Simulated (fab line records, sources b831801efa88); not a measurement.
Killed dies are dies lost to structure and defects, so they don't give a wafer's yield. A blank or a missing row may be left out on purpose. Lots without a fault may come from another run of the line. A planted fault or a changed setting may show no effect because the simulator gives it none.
Problem report in the 8D (eight disciplines) form, filled by code | flow gf180mcu | the parts of the form that need people (team, actions taken, sign-off) are left out

1. THE PROBLEM
bias_w at GF_HV_LDD_ETCHBACK_58 reads a mean of 71.15 W on 6 wafers of 2 lots; wafers without a fault read 80.01 W with a standard deviation of 0.24. That is -37 standard deviations from the usual mean.
The step: etches Si3N4 in CH3F/O2, stops on SiO2, time 100 s, target depth 90 nm.
First seen on wafer L283.1, day 16 14:22, on rie_diel-03. The record holds 42 wafers of 14 lots with a number at this step. Rule for "out", or "out of limits": more than 4 standard deviations from the usual mean. The other wafers with a number count as sound.

2. WHAT IT IS AND WHAT IT IS NOT
question                    | is                     | is not
which readings at this step | bias_w                 | O2_flow_sccm, drypump_motor_current_A, oes_product_au
which lots                  | L283, L287             | L271, L272, L273, L274, L276, L281, L285, L286, L288, L292, L293, L294
which wafers of those lots  | all that have a number | -
read on which tools         | rie_diel-03            | rie_diel-01, rie_diel-02
when                        | from day 16 14:22      | up to then (18 sound wafers); but 18 sound wafers of L285, L286, L288, L292, L293, L294 came after

3. SUSPECTS, AND WHAT RULES EACH OUT
Counting: a tool at a process step up to the reading stays a suspect if it ran every lot that is out and no sound lot after the first of them.
- rie_diel-03 at GF_HV_LDD_ETCHBACK_58 (etches Si3N4 in CH3F/O2, stops on SiO2, time 100 s, target depth 90 nm): ruled out as a lasting fault. Sound lots L294 ran on it after its first lot that is out, L283 (day 16 14:22).
Left after counting: nothing in the record.

4. THE CAUSE (what the simulator had put in)
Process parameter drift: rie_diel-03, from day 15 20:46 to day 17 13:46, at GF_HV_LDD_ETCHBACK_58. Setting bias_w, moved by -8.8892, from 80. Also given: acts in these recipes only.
Counting ruled it out, wrongly.

5. THE CHAIN OF EFFECTS, in route order
Each row: a reading whose mean over the struck wafers that have a number lies more than 3 standard deviations from the usual. Only readings for which the record gives a usual standard deviation are gone through. hours: the time from each lot's start at the first step in this table that gives one to its start at this step, as a median over the lots. sigmas: the change in usual standard deviations.
hours | step                  | reading | usual   | on struck wafers | change | sigmas
0     | GF_HV_LDD_ETCHBACK_58 | bias_w  | 80.01 W | 71.15            | -8.86  | -37
The process steps in it:
- GF_HV_LDD_ETCHBACK_58: etches Si3N4 in CH3F/O2, stops on SiO2, time 100 s, target depth 90 nm.
Later measuring or inspecting steps at which every struck wafer that the step has a row for has a number for every such reading, and none has moved that far: GF_V2_OVL_MEAS_15, GF_V3_OVL_MEAS_15.

6. WHAT WOULD HAVE CAUGHT IT SOONER
In this record the first reading out of limits was taken at day 16 14:22, 18 hours after the fault began at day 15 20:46.
